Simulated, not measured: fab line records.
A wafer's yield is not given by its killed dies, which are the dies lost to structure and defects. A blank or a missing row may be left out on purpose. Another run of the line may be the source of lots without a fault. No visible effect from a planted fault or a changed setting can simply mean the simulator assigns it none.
Which tool did it? -- flow gf180mcu -- Sampling: 13 lots, 39 wafers, 7 of 602 route steps

## WHAT EACH GAUGE READ, for each wafer
GF_VT_IMPLANT_OVL_MEAS_18. Usual: for VT_IMPLANT_01_OVL the level is -0.1 nm and the standard deviation is 1.3.
lot,measured,on,VT_IMPLANT_01_OVL (nm),flag
L279,day 6 14:59,overlay-02,2.3 0.6 3.2,
L280,day 6 20:12,overlay-02,1.0 0.2 -0.1,
L282,day 7 13:19,overlay-02,-0.3 -2.7 -1.0,
L287,day 9 00:50,overlay-02,- - -,OFF
L288,day 9 03:11,overlay-02,- - -,OFF
L291,day 9 16:44,overlay-01,1.5 1.0 0.6,
L293,day 10 07:46,overlay-01,1.3 0.4 0.9,
L294,day 10 13:55,overlay-02,-1.6 0.1 0.7,
L296,day 11 02:19,overlay-01,-3.4 -1.2 -1.0,
L297,day 11 09:14,overlay-01,0.7 0.1 0.9,
L298,day 11 13:46,overlay-02,-0.2 -0.6 0.5,
L299,day 11 18:08,overlay-02,0.0 0.6 1.4,
L301,day 12 08:35,overlay-02,1.3 -0.1 -0.4,

GF_VT_IMPLANT_TW_MEAS_32. Usual: for VT_IMPLANT_3_TW the level is 269.1 and the standard deviation is 1.8.
lot,measured,on,VT_IMPLANT_3_TW,flag
L279,day 7 07:22,film metro-01,270.2 268.8 269.6,
L280,day 7 12:05,film metro-01,271.5 269.4 270.1,
L282,day 8 05:25,film metro-01,268.0 269.7 270.0,
L287,day 9 18:28,film metro-02,1228.6 1229.5 1228.1,OFF
L288,day 9 21:42,film metro-02,1222.3 1223.6 1223.6,OFF
L291,day 10 10:40,film metro-04,266.6 266.5 267.6,
L293,day 11 02:20,film metro-01,268.4 270.1 270.6,
L294,day 11 08:37,film metro-04,269.1 268.7 269.2,
L296,day 11 22:01,film metro-01,268.6 268.9 269.5,
L297,day 12 04:57,film metro-04,270.0 269.1 270.0,
L298,day 12 09:46,film metro-01,270.4 269.9 269.4,
L299,day 12 14:14,film metro-02,271.3 271.2 272.6,
L301,day 13 05:10,film metro-01,269.9 269.7 270.4,

GF_VT_IMPLANT_OVL_MEAS_40. Usual: for VT_IMPLANT_03_OVL the level is 1.2 nm and the standard deviation is 1.2.
lot,measured,on,VT_IMPLANT_03_OVL (nm),flag
L279,day 7 23:44,overlay-01,-0.5 0.2 -0.3,
L280,day 8 04:50,overlay-02,-0.2 1.0 -0.3,
L282,day 8 21:38,overlay-01,1.6 1.1 1.7,
L287,day 10 11:52,overlay-02,1.6 1.1 1.4,
L288,day 10 15:11,overlay-01,2.5 1.9 1.1,
L291,day 11 04:43,overlay-01,1.5 0.7 1.1,
L293,day 11 21:10,overlay-01,2.1 1.8 1.1,
L294,day 12 02:50,overlay-02,2.6 1.8 -0.2,
L296,day 12 17:56,overlay-02,-1.0 0.3 -0.4,
L297,day 13 00:38,overlay-01,0.6 1.3 0.7,
L298,day 13 05:31,overlay-01,1.5 0.6 1.2,
L299,day 13 10:02,overlay-01,0.7 2.4 0.5,
L301,day 14 02:05,overlay-01,2.0 2.7 4.0,

GF_VT_IMPLANT_TW_MEAS_43. Usual: for VT_IMPLANT_4_TW the level is 692 and the standard deviation is 5.1.
lot,measured,on,VT_IMPLANT_4_TW,flag
L279,day 8 00:01,film metro-01,689 694 692,
L280,day 8 05:08,film metro-02,698 697 699,
L282,day 8 21:55,film metro-02,696 697 694,
L287,day 10 12:10,film metro-04,1267 1276 1266,OFF
L288,day 10 15:29,film metro-01,1272 1272 1270,OFF
L291,day 11 05:01,film metro-04,694 691 685,
L293,day 11 21:28,film metro-04,687 689 687,
L294,day 12 03:07,film metro-02,698 698 697,
L296,day 12 18:13,film metro-01,693 691 688,
L297,day 13 00:56,film metro-02,702 702 705,
L298,day 13 05:48,film metro-01,695 693 696,
L299,day 13 10:20,film metro-01,691 691 694,
L301,day 14 02:23,film metro-02,695 694 697,

GF_HV_LDD_THK_MEAS_55. Usual: for HV_LDD_CVD_54_THK the level is 9.97 nm and the standard deviation is 0.15.
lot,measured,on,HV_LDD_CVD_54_THK (nm),flag
L279,day 12 22:28,film metro-03,9.96 10.01 9.96,
L280,day 13 03:31,film metro-01,10.21 10.08 10.24,
L282,day 14 00:18,film metro-01,9.64 9.73 9.72,
L291,day 16 18:16,film metro-01,10.16 10.00 10.15,
L293,day 17 15:13,film metro-04,9.81 9.79 9.99,
L294,day 18 01:35,film metro-01,9.99 9.99 10.00,
L296,day 18 15:09,film metro-04,10.21 10.11 10.02,
L297,day 19 03:59,film metro-04,10.04 9.92 10.04,
L298,day 19 08:25,film metro-01,9.84 9.82 9.86,
L299,day 19 13:32,film metro-04,9.91 9.96 9.99,
L301,day 20 08:18,film metro-01,9.55 9.60 9.69,

GF_HV_LDD_THK_MEAS_57. Usual: for HV_LDD_CVD_56_THK the level is 90.1 nm and the standard deviation is 0.92.
lot,measured,on,HV_LDD_CVD_56_THK (nm),flag
L279,day 12 23:57,film metro-03,90.0 90.9 89.7,
L280,day 13 05:01,film metro-01,90.7 90.0 90.0,
L282,day 14 01:47,film metro-04,89.9 89.9 89.9,
L291,day 16 19:45,film metro-03,91.3 90.4 90.7,
L293,day 17 16:43,film metro-03,90.8 90.0 90.7,
L294,day 18 03:05,film metro-01,89.2 88.8 89.1,
L296,day 18 16:59,film metro-04,90.6 90.7 90.5,
L297,day 19 05:29,film metro-01,89.6 89.9 90.9,
L298,day 19 09:54,film metro-04,91.9 92.0 92.9,
L299,day 19 15:01,film metro-04,89.1 89.2 89.3,
L301,day 20 09:47,film metro-03,89.5 89.4 89.1,

## EACH LOT AND THE TOOL THAT RAN IT (in order: tool; ch and the chambers of the sampled wafers; start)
lot,GF_VT_IMPLANT_COAT_13
L279,"litho track-03 ch 0, day 6 07:13"
L280,"litho track-03 ch 0, day 6 12:01"
L282,"litho track-01 ch 0, day 7 05:25"
L287,"litho track-04, day 8 16:29"
L288,"litho track-03, day 8 18:19"
L291,"litho track-04 ch 0, day 9 07:50"
L293,"litho track-01 ch 0, day 9 22:25"
L294,"litho track-03 ch 0, day 10 04:35"
L296,"litho track-01 ch 0, day 10 17:10"
L297,"litho track-04 ch 0, day 10 23:41"
L298,"litho track-01 ch 0, day 11 04:07"
L299,"litho track-04 ch 0, day 11 09:02"
L301,"litho track-04 ch 0, day 11 22:35"
- GF_VT_IMPLANT_COAT_13: resist thk 1000 nm.

## AS READ BY THE TOOLS THEMSELVES (means over the sampled wafers that have a number; for cases with no such wafer, the mark the record gives instead)
GF_VT_IMPLANT_COAT_13. Usual: chill plate temp C 22.99 C, standard deviation 0.11; dispense pressure kPa 51 kPa, standard deviation 4.3.
lot,tool,chill plate temp C (C),dispense pressure kPa (kPa),flag
L279,litho track-03,23.02,58,
L280,litho track-03,22.97,58,
L282,litho track-01,22.91,51,
L287,litho track-04,-,-,OFF
L288,litho track-03,-,-,OFF
L291,litho track-04,23.00,47,
L293,litho track-01,22.86,51,
L294,litho track-03,23.17,58,
L296,litho track-01,22.83,51,
L297,litho track-04,22.81,47,
L298,litho track-01,22.98,51,
L299,litho track-04,23.02,47,
L301,litho track-04,22.92,47,

## THE ANSWER, worked out from the rows above alone
Rule: take the mean of a lot's wafers that have a number; if it is more than 3 standard deviations from the usual mean, the lot is off. Also off: a lot with no number at a reading for which 4 or more lots have one. Any other lot the step has rows for is counted as sound. Order of review: gauges by route order, followed by the tools' own readings, for which a lot's mean as printed above is used. The first step at which some lot is off is used, and at that step the reading that is off furthest; a lot without a number counts as furthest.
Off: L287, L288, seen at GF_VT_IMPLANT_OVL_MEAS_18 (VT_IMPLANT_01_OVL). Without a number there: L287, L288.
A tool fits if, at a process step before that reading, it ran every lot that is off, and no sound lot after the first of them. The gauges at GF_VT_IMPLANT_OVL_MEAS_18 aren't tried: what is off there is off at GF_VT_IMPLANT_TW_MEAS_32 too, on other tools, and a gauge's error can't cause that. No candidate that was tried fits.

## WHAT THE SIMULATOR HAD PUT IN
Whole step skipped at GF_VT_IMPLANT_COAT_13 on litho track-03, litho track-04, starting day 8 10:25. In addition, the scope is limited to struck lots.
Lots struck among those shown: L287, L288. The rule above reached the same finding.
